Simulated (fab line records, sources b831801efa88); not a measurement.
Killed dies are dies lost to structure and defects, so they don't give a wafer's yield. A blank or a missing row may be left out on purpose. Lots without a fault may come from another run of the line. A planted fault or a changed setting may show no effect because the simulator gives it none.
One fault seen from 2 desks | flow sky130 | each desk has only its own numbers; what lay behind them comes last

THE TOOL OWNER'S DESK: implanter-03
The tool's own readings at SKY_GATE_OXIDE_IMPLANT_11: means of the sampled wafers that have a number, for each lot that ran on this tool. A lot is out of limits, marked OUT, if its mean lies more than 4 standard deviations from the usual mean; the brackets give that distance.
Columns: A = beam_energy_keV at SKY_GATE_OXIDE_IMPLANT_11, usual 10.000
lot  | first seen here | A
L636 | day 14 17:06    | 10.002
L637 | day 14 19:34    | 10.000
L641 | day 16 07:19    | 9.328 (-99 or more) OUT
L642 | day 16 19:37    | 9.332 (-99 or more) OUT
L649 | day 19 14:51    | 10.002
L653 | day 20 10:42    | 10.003
L654 | day 20 20:11    | 10.003
L656 | day 21 14:44    | 10.001
This desk's finding: out of limits on L641, L642; first on L641, day 16 07:19 (beam_energy_keV at SKY_GATE_OXIDE_IMPLANT_11). In limits: L636, L637, L649, L653, L654, L656.

THE METROLOGY DESK
What the gauges read, lot by lot, whatever tool the lot ran on: means of the sampled wafers that have a number. A lot is out of limits, marked OUT, if its mean lies more than 4 standard deviations from the usual mean; the brackets give that distance.
Columns: A = cd_nm at SKY_SONOS_ONO_CD_MEAS_13, usual 409.3 nm
lot  | first seen here | A
L634 | day 12 14:38    | 412.3
L635 | day 12 22:35    | 406.6
L636 | day 13 12:37    | 407.9
L637 | day 13 16:29    | 408.6
L641 | day 15 01:35    | 411.1
L642 | day 15 13:31    | 406.2
L644 | day 16 11:16    | 409.0
L649 | day 18 06:17    | 411.2
L651 | day 18 20:59    | 407.3
L652 | day 18 23:42    | 409.1
L653 | day 19 02:11    | 411.8
L654 | day 19 11:20    | 407.7
L656 | day 20 06:28    | 408.9
This desk's finding: nothing out of limits on any of the 13 lots.

PUT TOGETHER
The tool owner's desk could have raised an alarm at day 16 07:19, on L641, L642.
The metrology desk saw nothing out of limits.
The metrology desk has L641, L642 on record, within its limits.
Of the lots named, all ran SKY_GATE_OXIDE_IMPLANT_11 on implanter-03.

WHAT THE SIMULATOR HAD PUT IN
Process parameter drift: implanter-03, from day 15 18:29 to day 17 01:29, at SKY_GATE_OXIDE_IMPLANT_11. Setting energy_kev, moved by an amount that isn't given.
Lots struck among those shown: L641, L642.
Hours from the fault's start to each desk's first reading out of limits: the tool owner's desk, 13.
